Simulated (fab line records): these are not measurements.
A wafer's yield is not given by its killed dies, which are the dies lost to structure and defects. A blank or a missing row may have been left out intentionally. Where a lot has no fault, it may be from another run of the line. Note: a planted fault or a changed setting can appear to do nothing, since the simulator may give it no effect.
fab line records | flow gf180mcu | part 1 of 2: steps 1 to 32 of 33
record: lots: 7 | wafers: 21 | last-day: 33
route steps=602 shown HV_LDD@232 NSD@235 PSD@248 PASSIVATION@602
lots that met no fault: taken from a fault-free run of the same line
start-h: the number of hours between the record's first day and the start of the first shown wafer of the lot | wait-h: how many hours have passed since the lot's step before this one | " identical to the entry in the row above | L1.1+2: several wafers, shown together as one row | - either no value or no given start | * or withheld: withheld | < > ~ a bound
route shown NAME@n: NAME is a module with steps in the file, n the number in the route of the first one | usual: mean/standard deviation of fault-free wafers | same: alike in all rows | chamber/n: place in a boat | sites: each site's reading | _std_site: the standard deviation of these | _edge_site: the outer-site mean with the inner-site mean subtracted | radius-mm: how far each site lies from the wafer's centre | mask NAME#n: copy n | behind: the last tool/chamber to shape the wafer | hold: why the lot went on hold/how many hours it stayed there/how the hold came to an end | device: the transistor (n, p or np) that didn't switch | end of line: the tests these same wafers got at the end of their route | a step with no rows: only its recipe | killed: dies that structure and defects cost at the first sort, which is not the same as the wafer's yield | map: the dies of a wafer, with x for killed, . for not killed, _ for no die there
set.NAME: setting as actually run; set.NAME@STEP: the setting as run at that earlier step | model.NAME: the simulator's own value behind a step, which no gauge read
certain route steps with their lots: each step a table, each wafer a row
services: from which hour (start-h, from the record's first day; less than 0 if before it) a tool's chamber was out of use, for how many hours, and why
== steps ==
step: GF_HV_LDD_CVD_56
recipe: material: Si3N4 | precursor: DCS/NH3 | target-thk-nm: 90 | temp-c: 770 | time-s: 1543 | pressure-mtorr: 250
step: GF_HV_LDD_THK_MEAS_57
recipe: reads: Si3N4_of_HV_LDD_CVD_56
usual: HV_LDD_CVD_56_THK: 89.5/0.76
lot.wafer | tool          | chamber | start-h | wait-h | HV_LDD_CVD_56_THK[nm]
L469.2    | film-metro-01 | -       | 302.62  | 0.0    | 88.4
L469.3    | "             | -       | "       | "      | 89.7
L469.4    | "             | -       | "       | "      | 89.9
L471.2    | film-metro-03 | -       | 319.34  | 0.0    | 89.6
L471.5    | "             | -       | "       | "      | 91.1
L471.6    | "             | -       | "       | "      | 90.5
L472.1    | film-metro-04 | -       | 323.46  | 0.0    | 89.3
L472.2    | "             | -       | "       | "      | 89.6
L472.6    | "             | -       | "       | "      | 89.1
L474.4    | film-metro-04 | -       | 340.69  | 0.0    | 90.9
L474.5    | "             | -       | "       | "      | 90.4
L474.6    | "             | -       | "       | "      | 90.9
L483.3    | film-metro-03 | -       | 411.09  | 0.0    | 89.2
L483.4    | "             | -       | "       | "      | 89.1
L483.5    | "             | -       | "       | "      | 89.1
L484.1    | film-metro-03 | -       | 420.68  | 0.0    | 89.5
L484.2    | "             | -       | "       | "      | 89.2
L484.5    | "             | -       | "       | "      | 88.4
L485.1    | film-metro-03 | -       | 429.99  | 0.0    | 89.4
L485.2    | "             | -       | "       | "      | 89.9
L485.6    | "             | -       | "       | "      | 89.7
step: GF_HV_LDD_ETCHBACK_58
recipe: chemistry: CH3F/O2 | target: Si3N4 | stop-on: SiO2 | source-w: 400 | bias-w: 80 | pressure-mtorr: 25 | ch3f-flow-sccm: 40 | O2_flow_sccm: 30 | time-s: 100 | target-depth-a: 900
usual: drypump-motor-current-A: 5.7/0.4 | oes-product-au: 0.840/0.0059 | throttle-valve-pct: 10.560/0.0092
lot.wafer | tool        | chamber | start-h | wait-h | drypump-motor-current-A | oes-product-au | rf-hours-counter-h | throttle-valve-pct
L469.2    | rie-diel-02 | 2       | 302.67  | 0.0    | 5.8                     | 0.833          | 54                 | 10.561
L469.3    | "           | 0       | "       | "      | 5.0                     | 0.851          | 100                | 10.564
L469.4    | "           | 1       | "       | "      | 5.5                     | 0.840          | 110                | 10.560
L471.2    | rie-diel-02 | 0       | 319.39  | 0.0    | 5.0                     | 0.844          | 100                | 10.545
L471.5    | "           | 2       | "       | "      | 5.8                     | 0.847          | -                  | 10.546
L471.6    | "           | 3       | "       | "      | 5.9                     | 0.840          | -                  | 10.564
L472.1    | rie-diel-03 | 1       | 323.52  | 0.1    | 6.6                     | 0.843          | 16                 | 10.562
L472.2    | "           | 2       | "       | "      | 5.9                     | 0.850          | 63                 | 10.565
L472.6    | "           | 2       | "       | "      | 5.8                     | 0.839          | -                  | 10.547
L474.4    | rie-diel-04 | 3       | 340.76  | 0.1    | 5.7                     | 0.845          | -                  | 10.561
L474.5    | "           | 1       | "       | "      | 5.3                     | 0.839          | -                  | 10.561
L474.6    | "           | 2       | "       | "      | 5.9                     | 0.855          | -                  | 10.573
L483.3    | rie-diel-04 | 0       | 411.13  | 0.0    | 5.9                     | 0.840          | 2                  | 10.552
L483.4    | "           | 2       | "       | "      | 5.9                     | 0.846          | 4                  | 10.558
L483.5    | "           | 0       | "       | "      | 5.9                     | 0.833          | -                  | 10.563
L484.1    | rie-diel-02 | 3       | 420.74  | 0.1    | 5.9                     | 0.836          | 1                  | 10.561
L484.2    | "           | 2       | "       | "      | 5.8                     | 0.840          | 58                 | 10.561
L484.5    | "           | 1       | "       | "      | 5.5                     | 0.835          | -                  | 10.571
L485.1    | rie-diel-02 | 3       | 430.05  | 0.1    | 5.9                     | 0.847          | 1                  | 10.552
L485.2    | "           | 2       | "       | "      | 5.7                     | 0.839          | 58                 | 10.564
L485.6    | "           | 3       | "       | "      | 5.9                     | 0.841          | -                  | 10.577
step: GF_NSD_DEHYDRATE_00
recipe: temp-c: 200 | time-s: 60
step: GF_NSD_HMDS_01
recipe: prime-time-s: 60 | prime-temp-c: 120
step: GF_NSD_COAT_02
recipe: resist: NOVOLAK | spin-rpm: 3000 | resist-thk-nm: 1000
step: GF_NSD_SOFTBAKE_03
recipe: temp-c: 90 | time-s: 60 | resist: NOVOLAK
step: GF_NSD_EXPOSE_04
recipe: mask-id: Nplus | target-cd-nm: 400 | na: 0.6 | source-shape: conventional | sigma-outer: 0.6 | dose-mj: 140
step: GF_NSD_PEB_05
recipe: temp-c: withheld | time-s: * | resist: NOVOLAK
step: GF_NSD_DEVELOP_06
recipe: develop-time-s: 60 | dev-temp-c: 23
step: GF_NSD_CD_MEAS_07
recipe: target-cd-nm: 400
usual: cd-nm: 399.4/2.4
lot.wafer | tool      | chamber | start-h | wait-h | cd-nm
L469.2    | cd-sem-02 | -       | 323.36  | 0.1    | 396.3
L469.3    | "         | -       | "       | "      | 395.7
L469.4    | "         | -       | "       | "      | 397.5
L471.2    | cd-sem-02 | -       | 341.31  | 0.1    | 401.6
L471.5    | "         | -       | "       | "      | 404.1
L471.6    | "         | -       | "       | "      | 403.4
L472.1    | cd-sem-01 | -       | 344.10  | 0.1    | 396.9
L472.2    | "         | -       | "       | "      | 401.3
L472.6    | "         | -       | "       | "      | 399.5
L474.4    | cd-sem-01 | -       | 361.95  | 0.1    | 401.3
L474.5    | "         | -       | "       | "      | 399.9
L474.6    | "         | -       | "       | "      | 401.4
L483.3    | cd-sem-01 | -       | 435.79  | 0.1    | 396.5
L483.4    | "         | -       | "       | "      | 397.4
L483.5    | "         | -       | "       | "      | 397.3
L484.1    | cd-sem-01 | -       | 445.30  | 0.1    | 398.8
L484.2    | "         | -       | "       | "      | 398.7
L484.5    | "         | -       | "       | "      | 399.2
L485.1    | cd-sem-01 | -       | 454.95  | 0.1    | 401.6
L485.2    | "         | -       | "       | "      | 403.2
L485.6    | "         | -       | "       | "      | 403.0
step: GF_NSD_OVL_MEAS_08
usual: NSD_OVL: -0.5/1.3
lot.wafer | tool       | chamber | start-h | wait-h | NSD_OVL[nm]
L469.2    | overlay-02 | -       | 323.46  | 0.1    | -0.7
L469.3    | "          | -       | "       | "      | -1.7
L469.4    | "          | -       | "       | "      | -1.0
L471.2    | overlay-01 | -       | 341.41  | 0.1    | -1.7
L471.5    | "          | -       | "       | "      | -0.3
L471.6    | "          | -       | "       | "      | -0.5
L472.1    | overlay-02 | -       | 344.22  | 0.1    | 1.6
L472.2    | "          | -       | "       | "      | -0.4
L472.6    | "          | -       | "       | "      | 0.5
L474.4    | overlay-02 | -       | 362.03  | 0.1    | -0.4
L474.5    | "          | -       | "       | "      | -1.0
L474.6    | "          | -       | "       | "      | 0.4
L483.3    | overlay-01 | -       | 435.88  | 0.1    | -0.1
L483.4    | "          | -       | "       | "      | 0.2
L483.5    | "          | -       | "       | "      | 0.9
L484.1    | overlay-02 | -       | 445.42  | 0.1    | -1.5
L484.2    | "          | -       | "       | "      | -2.7
L484.5    | "          | -       | "       | "      | -1.5
L485.1    | overlay-01 | -       | 455.07  | 0.1    | -0.2
L485.2    | "          | -       | "       | "      | -2.9
L485.6    | "          | -       | "       | "      | -1.3
step: GF_NSD_IMPLANT_09
recipe: species: As | energy-kev: 60 | dose-cm2: 4e+15 | tilt-deg: 7
usual: implant-ion-amu: 75/0
lot.wafer | tool         | chamber | start-h | wait-h | implant-ion-amu | model.implant.rp-nm | model.implant.drp-nm
L469.2    | implanter-03 | 0       | 323.52  | 0.0    | 75              | 36.71               | 16.15
L469.3    | "            | 0       | "       | "      | 75              | 36.71               | 16.15
L469.4    | "            | 0       | "       | "      | 75              | 36.71               | 16.15
L471.2    | implanter-04 | 0       | 341.47  | 0.0    | 75              | 37.88               | 16.15
L471.5    | "            | 0       | "       | "      | 75              | 37.88               | 16.15
L471.6    | "            | 0       | "       | "      | 75              | 37.88               | 16.15
L472.1    | implanter-01 | 0       | 344.25  | 0.0    | 75              | 37.42               | 16.15
L472.2    | "            | 0       | "       | "      | 75              | 37.42               | 16.15
L472.6    | "            | 0       | "       | "      | 75              | 37.42               | 16.15
L474.4    | implanter-04 | 0       | 362.12  | 0.1    | 75              | 36.37               | 16.15
L474.5    | "            | 0       | "       | "      | 75              | 36.37               | 16.15
L474.6    | "            | 0       | "       | "      | 75              | 36.37               | 16.15
L483.3    | implanter-01 | 0       | 435.96  | 0.1    | 31              | 71.92               | 29.74
L483.4    | "            | 0       | "       | "      | 31              | 71.92               | 29.74
L483.5    | "            | 0       | "       | "      | 31              | 71.92               | 29.74
L484.1    | implanter-03 | 0       | 445.45  | 0.0    | 31              | 73.88               | 29.74
L484.2    | "            | 0       | "       | "      | 31              | 73.88               | 29.74
L484.5    | "            | 0       | "       | "      | 31              | 73.88               | 29.74
L485.1    | implanter-03 | 0       | 455.11  | 0.0    | 31              | 73.31               | 29.74
L485.2    | "            | 0       | "       | "      | 31              | 73.31               | 29.74
L485.6    | "            | 0       | "       | "      | 31              | 73.31               | 29.74
step: GF_NSD_IMPLANT_10
recipe: species: P | energy-kev: 40 | dose-cm2: 5e+14 | tilt-deg: 7
step: GF_NSD_STRIP_11
recipe: chemistry: O2/N2 | power-w: 1400 | pressure-mtorr: 1500 | platen-temp-c: 250 | o2-flow-sccm: 3000 | n2-flow-sccm: 300 | overash-fraction: 0.5
usual: drypump-motor-current-A: 5.9/0.38 | heater-power-w: 349/41 | n2-flow-sccm: 300.0/1 | oes-product-au: 0.487/0.0045 | strip-time-to-endpoint-s: 22.97/0.038
lot.wafer | tool            | chamber | start-h | wait-h | drypump-motor-current-A | heater-power-w | n2-flow-sccm | oes-product-au | rf-hours-counter-h | strip-time-to-endpoint-s
L469.2    | plasma-asher-04 | 0       | 323.79  | 0.1    | 6.3                     | 396            | 300.7        | 0.483          | 52                 | 22.93
L469.3    | "               | 0       | "       | "      | 6.2                     | 397            | 301.3        | 0.483          | -                  | 22.93
L469.4    | "               | 1       | "       | "      | 5.5                     | 289            | 300.2        | 0.487          | -                  | 22.93
L471.2    | plasma-asher-04 | 0       | 341.74  | 0.1    | 6.2                     | 387            | 300.4        | 0.483          | 54                 | 22.91
L471.5    | "               | 1       | "       | "      | 5.5                     | 284            | 299.7        | 0.490          | -                  | 22.95
L471.6    | "               | 0       | "       | "      | 6.3                     | 403            | 299.0        | 0.489          | -                  | 22.90
L472.1    | plasma-asher-04 | 0       | 344.55  | 0.1    | 6.3                     | 393            | 299.9        | 0.494          | 54                 | 22.95
L472.2    | "               | 1       | "       | "      | 5.5                     | 296            | 299.9        | 0.489          | 54                 | 22.97
L472.6    | "               | 1       | "       | "      | 5.5                     | 294            | 299.6        | 0.490          | -                  | 22.95
L474.4    | plasma-asher-01 | 0       | 362.38  | 0.1    | 6.4                     | 377            | 299.5        | 0.486          | -                  | 22.98
L474.5    | "               | 1       | "       | "      | 5.6                     | 324            | 301.2        | 0.488          | -                  | 23.01
L474.6    | "               | 0       | "       | "      | 6.4                     | 369            | 299.7        | 0.484          | -                  | 22.96
L483.3    | plasma-asher-04 | 1       | 436.24  | 0.1    | 5.5                     | 297            | 298.7        | 0.452          | -                  | 26.31
L483.4    | "               | 0       | "       | "      | 6.3                     | 400            | 299.6        | 0.449          | -                  | 26.29
L483.5    | "               | 1       | "       | "      | 5.5                     | 290            | 299.6        | 0.457          | -                  | 26.24
L484.1    | plasma-asher-01 | 0       | 445.75  | 0.1    | 6.4                     | 367            | 299.3        | 0.455          | 35                 | 26.26
L484.2    | "               | 1       | "       | "      | 5.5                     | 331            | 298.8        | 0.453          | 35                 | 26.35
L484.5    | "               | 1       | "       | "      | 5.6                     | 322            | 299.9        | 0.461          | -                  | 26.34
L485.1    | plasma-asher-01 | 0       | 455.41  | 0.1    | 6.4                     | 373            | 298.9        | 0.462          | 36                 | 26.41
L485.2    | "               | 1       | "       | "      | 5.6                     | 324            | 300.0        | 0.460          | 36                 | 26.35
L485.6    | "               | 0       | "       | "      | 6.4                     | 374            | 297.3        | 0.453          | -                  | 26.40
step: GF_NSD_TW_MEAS_12
usual: NSD_TW: 4250/41
lot.wafer | tool          | chamber | start-h | wait-h | NSD_TW
L469.2    | film-metro-04 | -       | 323.90  | 0.1    | 4255
L469.3    | "             | -       | "       | "      | 4240
L469.4    | "             | -       | "       | "      | 4232
L471.2    | film-metro-02 | -       | 341.85  | 0.1    | 4285
L471.5    | "             | -       | "       | "      | 4293
L471.6    | "             | -       | "       | "      | 4311
L472.1    | film-metro-04 | -       | 344.65  | 0.1    | 4248
L472.2    | "             | -       | "       | "      | 4278
L472.6    | "             | -       | "       | "      | 4272
L474.4    | film-metro-02 | -       | 362.47  | 0.1    | 4274
L474.5    | "             | -       | "       | "      | 4283
L474.6    | "             | -       | "       | "      | 4282
L483.3    | film-metro-04 | -       | 436.33  | 0.1    | 4810
L483.4    | "             | -       | "       | "      | 4832
L483.5    | "             | -       | "       | "      | 4817
L484.1    | film-metro-02 | -       | 445.85  | 0.1    | 4875
L484.2    | "             | -       | "       | "      | 4902
L484.5    | "             | -       | "       | "      | 4869
L485.1    | film-metro-02 | -       | 455.51  | 0.1    | 4899
L485.2    | "             | -       | "       | "      | 4871
L485.6    | "             | -       | "       | "      | 4875
step: GF_PSD_DEHYDRATE_00
recipe: temp-c: 200 | time-s: 60
step: GF_PSD_HMDS_01
recipe: prime-time-s: 60 | prime-temp-c: 120
step: GF_PSD_COAT_02
recipe: resist: NOVOLAK | spin-rpm: 3000 | resist-thk-nm: 1000
step: GF_PSD_SOFTBAKE_03
recipe: temp-c: 90 | time-s: 60 | resist: NOVOLAK
step: GF_PSD_EXPOSE_04
recipe: mask-id: Pplus | target-cd-nm: 400 | na: 0.6 | source-shape: conventional | sigma-outer: 0.6 | dose-mj: 140
step: GF_PSD_PEB_05
recipe: temp-c: withheld | time-s: * | resist: NOVOLAK
step: GF_PSD_DEVELOP_06
recipe: develop-time-s: 60 | dev-temp-c: 23
step: GF_PSD_CD_MEAS_07
recipe: target-cd-nm: 400
usual: cd-nm: 400.8/2.2
lot.wafer | tool      | chamber | start-h | wait-h | cd-nm
L469.2    | cd-sem-01 | -       | 345.57  | 0.1    | 396.2
L469.3    | "         | -       | "       | "      | 396.1
L469.4    | "         | -       | "       | "      | 397.5
L471.2    | cd-sem-02 | -       | 363.67  | 0.1    | 404.0
L471.5    | "         | -       | "       | "      | 403.7
L471.6    | "         | -       | "       | "      | 403.0
L472.1    | cd-sem-01 | -       | 366.65  | 0.1    | 401.0
L472.2    | "         | -       | "       | "      | 403.7
L472.6    | "         | -       | "       | "      | 403.8
L474.4    | cd-sem-02 | -       | 384.18  | 0.1    | 402.6
L474.5    | "         | -       | "       | "      | 401.6
L474.6    | "         | -       | "       | "      | 400.7
L483.3    | cd-sem-01 | -       | 460.24  | 0.1    | 401.8
L483.4    | "         | -       | "       | "      | 400.7
L483.5    | "         | -       | "       | "      | 403.5
L484.1    | cd-sem-01 | -       | 469.49  | 0.2    | 399.4
L484.2    | "         | -       | "       | "      | 398.7
L484.5    | "         | -       | "       | "      | 398.9
L485.1    | cd-sem-01 | -       | 479.52  | 0.1    | 402.0
L485.2    | "         | -       | "       | "      | 401.5
L485.6    | "         | -       | "       | "      | 400.1
step: GF_PSD_OVL_MEAS_08
usual: PSD_OVL: 1.4/1.7
lot.wafer | tool       | chamber | start-h | wait-h | PSD_OVL[nm]
L469.2    | overlay-02 | -       | 345.68  | 0.1    | 2.2
L469.3    | "          | -       | "       | "      | 2.1
L469.4    | "          | -       | "       | "      | 1.7
L471.2    | overlay-01 | -       | 363.77  | 0.1    | 1.7
L471.5    | "          | -       | "       | "      | 2.6
L471.6    | "          | -       | "       | "      | -0.7
L472.1    | overlay-02 | -       | 366.77  | 0.1    | 4.4
L472.2    | "          | -       | "       | "      | 3.3
L472.6    | "          | -       | "       | "      | 1.6
L474.4    | overlay-02 | -       | 384.26  | 0.1    | -1.5
L474.5    | "          | -       | "       | "      | -1.1
L474.6    | "          | -       | "       | "      | -2.3
L483.3    | overlay-02 | -       | 460.33  | 0.1    | -0.3
L483.4    | "          | -       | "       | "      | -0.6
L483.5    | "          | -       | "       | "      | -0.9
L484.1    | overlay-01 | -       | 469.61  | 0.1    | 2.7
L484.2    | "          | -       | "       | "      | 4.2
L484.5    | "          | -       | "       | "      | 2.2
L485.1    | overlay-01 | -       | 479.64  | 0.1    | 4.6
L485.2    | "          | -       | "       | "      | 4.8
L485.6    | "          | -       | "       | "      | 0.6
step: GF_PSD_IMPLANT_09
recipe: species: BF2 | energy-kev: 40 | dose-cm2: 1.5e+15 | tilt-deg: 7
step: GF_PSD_STRIP_10
recipe: chemistry: O2/N2 | power-w: 1400 | pressure-mtorr: 1500 | platen-temp-c: 250 | o2-flow-sccm: 3000 | n2-flow-sccm: 300 | overash-fraction: 0.5
usual: drypump-motor-current-A: 5.8/0.36 | heater-power-w: 332/41 | n2-flow-sccm: 299.9/0.81 | oes-product-au: 0.592/0.0046 | strip-time-to-endpoint-s: 16.53/0.043
lot.wafer | tool            | chamber | start-h | wait-h | drypump-motor-current-A | heater-power-w | n2-flow-sccm | oes-product-au | rf-hours-counter-h | strip-time-to-endpoint-s
L469.2    | plasma-asher-03 | 1       | 345.86  | 0.1    | 5.6                     | 282            | 300.3        | 0.586          | 68                 | 16.46
L469.3    | "               | 0       | "       | "      | 5.6                     | 314            | 299.2        | 0.592          | -                  | 16.48
L469.4    | "               | 1       | "       | "      | 5.7                     | 289            | 298.6        | 0.596          | -                  | 16.52
L471.2    | plasma-asher-03 | 0       | 363.95  | 0.1    | 5.5                     | 331            | 300.4        | 0.594          | 70                 | 16.51
L471.5    | "               | 1       | "       | "      | 5.6                     | 288            | 301.7        | 0.595          | -                  | 16.49
L471.6    | "               | 0       | "       | "      | 5.5                     | 332            | 299.9        | 0.595          | -                  | 16.52
L472.1    | plasma-asher-04 | 0       | 366.96  | 0.1    | 6.3                     | 390            | 301.0        | 0.600          | 56                 | 16.52
L472.2    | "               | 1       | "       | "      | 5.5                     | 295            | 299.3        | 0.593          | 56                 | 16.53
L472.6    | "               | 0       | "       | "      | 6.2                     | 397            | 302.0        | 0.586          | -                  | 16.53
L474.4    | plasma-asher-04 | 0       | 384.46  | 0.1    | 6.3                     | 394            | 300.0        | 0.592          | -                  | 16.49
L474.5    | "               | 1       | "       | "      | 5.5                     | 298            | 298.7        | 0.597          | -                  | 16.49
L474.6    | "               | 0       | "       | "      | 6.3                     | 401            | 299.7        | 0.591          | -                  | 16.53
L483.3    | plasma-asher-04 | 1       | 460.54  | 0.1    | 5.5                     | 293            | 299.3        | 0.583          | -                  | 16.48
L483.4    | "               | 0       | "       | "      | 6.3                     | 400            | 299.8        | 0.592          | -                  | 16.50
L483.5    | "               | 0       | "       | "      | 6.3                     | 393            | 299.8        | 0.593          | -                  | 16.49
L484.1    | plasma-asher-03 | 1       | 469.80  | 0.1    | 5.6                     | 288            | 298.8        | 0.587          | 81                 | 16.54
L484.2    | "               | 0       | "       | "      | 5.6                     | 325            | 300.3        | 0.590          | 81                 | 16.54
L484.5    | "               | 0       | "       | "      | 5.5                     | 319            | 299.6        | 0.593          | -                  | 16.53
L485.1    | plasma-asher-01 | 1       | 479.83  | 0.1    | 5.6                     | 320            | 299.5        | 0.596          | 39                 | 16.48
L485.2    | "               | 0       | "       | "      | 6.4                     | 369            | 301.1        | 0.598          | 39                 | 16.50
L485.6    | "               | 1       | "       | "      | 5.6                     | 330            | 301.1        | 0.596          | -                  | 16.44
step: GF_PSD_TW_MEAS_11
usual: PSD_TW: 3181/30
lot.wafer | tool          | chamber | start-h | wait-h | PSD_TW
L469.2    | film-metro-04 | -       | 345.97  | 0.1    | 3175
L469.3    | "             | -       | "       | "      | 3188
L469.4    | "             | -       | "       | "      | 3195
L471.2    | film-metro-02 | -       | 364.09  | 0.1    | 3194
L471.5    | "             | -       | "       | "      | 3205
L471.6    | "             | -       | "       | "      | 3181
L472.1    | film-metro-04 | -       | 367.06  | 0.1    | 3183
L472.2    | "             | -       | "       | "      | 3185
L472.6    | "             | -       | "       | "      | 3191
L474.4    | film-metro-04 | -       | 384.56  | 0.1    | 3175
L474.5    | "             | -       | "       | "      | 3189
L474.6    | "             | -       | "       | "      | 3178
L483.3    | film-metro-04 | -       | 460.63  | 0.1    | 3171
L483.4    | "             | -       | "       | "      | 3188
L483.5    | "             | -       | "       | "      | 3163
L484.1    | film-metro-02 | -       | 469.90  | 0.1    | 3222
L484.2    | "             | -       | "       | "      | 3209
L484.5    | "             | -       | "       | "      | 3205
L485.1    | film-metro-01 | -       | 479.93  | 0.1    | 3133
L485.2    | "             | -       | "       | "      | 3119
L485.6    | "             | -       | "       | "      | 3137
step: GF_PSD_CLEAN_12
recipe: chemistry: SC1/SC2 | mix: 1:4:20 | temp-c: 70 | time-s: 150 | dry: n2-spin
step: GF_PSD_RTA_13
recipe: temp-c: 1025 | time-s: 20 | ambient: N2
usual: lamp-power-pct: 34.3/2 | wafer_temp_C_max: 1030.5/1.7
lot.wafer | tool          | chamber | start-h | wait-h | lamp-power-pct | wafer_temp_C_max
L469.2    | rtp-anneal-02 | 0       | 346.08  | 0.0    | 36.5           | 1031.5
L469.3    | "             | 0       | "       | "      | 36.5           | 1032.5
L469.4    | "             | 0       | "       | "      | 36.5           | 1032.9
L471.2    | rtp-anneal-01 | 0       | 364.21  | 0.0    | 32.3           | 1028.9
L471.5    | "             | 0       | "       | "      | 32.4           | 1030.0
L471.6    | "             | 0       | "       | "      | 32.4           | 1028.1
L472.1    | rtp-anneal-01 | 0       | 367.17  | 0.0    | 32.4           | 1029.0
L472.2    | "             | 0       | "       | "      | 32.4           | 1028.8
L472.6    | "             | 0       | "       | "      | 32.3           | 1030.0
L474.4    | rtp-anneal-02 | 0       | 384.68  | 0.0    | 36.5           | 1032.6
L474.5    | "             | 0       | "       | "      | 36.5           | 1031.6
L474.6    | "             | 0       | "       | "      | 36.4           | 1032.5
L483.3    | rtp-anneal-01 | 0       | 460.75  | 0.0    | 32.4           | 1028.8
L483.4    | "             | 0       | "       | "      | 32.4           | 1028.4
L483.5    | "             | 0       | "       | "      | 32.3           | 1029.4
L484.1    | rtp-anneal-02 | 0       | 470.01  | 0.0    | 36.4           | 1030.5
L484.2    | "             | 0       | "       | "      | 36.5           | 1032.9
L484.5    | "             | 0       | "       | "      | 36.5           | 1031.4
L485.1    | rtp-anneal-01 | 0       | 480.04  | 0.0    | 32.4           | 1029.4
L485.2    | "             | 0       | "       | "      | 32.3           | 1028.8
L485.6    | "             | 0       | "       | "      | 32.4           | 1027.7
step: GF_PSD_RS_MEAS_14
recipe: thk-meas-gauge: four-point-probe
usual: NSD_RS: 46.15/0.086
lot.wafer | tool          | chamber | start-h | wait-h | NSD_RS[ohm/sq]
L469.2    | film-metro-02 | -       | 346.17  | 0.1    | 46.25
L469.3    | "             | -       | "       | "      | 46.12
L469.4    | "             | -       | "       | "      | 46.27
L471.2    | film-metro-02 | -       | 364.30  | 0.1    | 45.96
L471.5    | "             | -       | "       | "      | 46.02
L471.6    | "             | -       | "       | "      | 46.04
L472.1    | film-metro-02 | -       | 367.25  | 0.1    | 46.19
L472.2    | "             | -       | "       | "      | 46.08
L472.6    | "             | -       | "       | "      | 46.23
L474.4    | film-metro-02 | -       | 384.78  | 0.1    | 46.11
L474.5    | "             | -       | "       | "      | 46.11
L474.6    | "             | -       | "       | "      | 46.05
L483.3    | film-metro-02 | -       | 460.84  | 0.1    | 25.58
L483.4    | "             | -       | "       | "      | 25.56
L483.5    | "             | -       | "       | "      | 25.54
L484.1    | film-metro-01 | -       | 470.09  | 0.1    | 25.53
L484.2    | "             | -       | "       | "      | 25.51
L484.5    | "             | -       | "       | "      | 25.47
L485.1    | film-metro-02 | -       | 480.12  | 0.1    | 25.55
L485.2    | "             | -       | "       | "      | 25.56
L485.6    | "             | -       | "       | "      | 25.56
step: GF_PSD_RS_MEAS_15
recipe: thk-meas-gauge: four-point-probe
usual: PSD_RS: 108.60/0.29
lot.wafer | tool          | chamber | start-h | wait-h | PSD_RS[ohm/sq]
L469.2    | film-metro-02 | -       | 346.29  | 0.1    | 108.78
L469.3    | "             | -       | "       | "      | 108.90
L469.4    | "             | -       | "       | "      | 108.96
L471.2    | film-metro-02 | -       | 364.42  | 0.1    | 107.99
L471.5    | "             | -       | "       | "      | 107.98
L471.6    | "             | -       | "       | "      | 108.17
L472.1    | film-metro-02 | -       | 367.37  | 0.1    | 108.51
L472.2    | "             | -       | "       | "      | 108.65
L472.6    | "             | -       | "       | "      | 108.98
L474.4    | film-metro-02 | -       | 384.90  | 0.1    | 108.68
L474.5    | "             | -       | "       | "      | 108.46
L474.6    | "             | -       | "       | "      | 108.17
L483.3    | film-metro-02 | -       | 460.96  | 0.1    | 108.71
L483.4    | "             | -       | "       | "      | 108.60
L483.5    | "             | -       | "       | "      | 108.80
L484.1    | film-metro-01 | -       | 470.21  | 0.1    | 108.24
L484.2    | "             | -       | "       | "      | 108.14
L484.5    | "             | -       | "       | "      | 108.23
L485.1    | film-metro-02 | -       | 480.24  | 0.1    | 108.04
L485.2    | "             | -       | "       | "      | 108.41
L485.6    | "             | -       | "       | "      | 108.44
== key ==
first-sign: step: GF_NSD_IMPLANT_09 | reading: implant-ion-amu | direction: down | sigmas: 99+ | usual: 75 | struck: 31
effect: step: GF_NSD_STRIP_11 | reading: strip-time-to-endpoint-s | direction: up | sigmas: 88 | usual: * | struck: *
effect: step: GF_NSD_TW_MEAS_12 | reading: NSD_TW | direction: up | sigmas: 15 | usual: 4250 | struck: 4861
effect: step: GF_PSD_RS_MEAS_14 | reading: NSD_RS | direction: down | sigmas: 99+ | usual: 46.15 | struck: 25.54
model-effect: step: GF_NSD_IMPLANT_09 | value: implant.rp-nm | without: 37.42 | struck: 73.04
model-effect: step: GF_PASSIVATION_PROBE_99 | value: etest.nmos_3p3_sab.r-on-ohm-um | without: 1780 | struck: 1530
met-at GF_NSD_IMPLANT_09
struck-wafers L483.3,L483.4,L483.5,L484.1,L484.2,L484.5,L485.1,L485.2,L485.6
tester-left-out L483,L484,L485
onset-between 344.25 435.96
fault: kind: wrong-recipe-download | tool: implanter-01,implanter-03,implanter-04 | chamber: - | onset-h: 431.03 | steps: GF_NSD_IMPLANT_09 | wrong-recipe.not-listed: 1
tester-left-out: of these lots the tester's yield and bins aren't shown, on N5 and GAA mostly nor the transistor test; their killed dies are dies lost to structure and defects alone, not to doping, threshold or leakage, so they don't give the yield
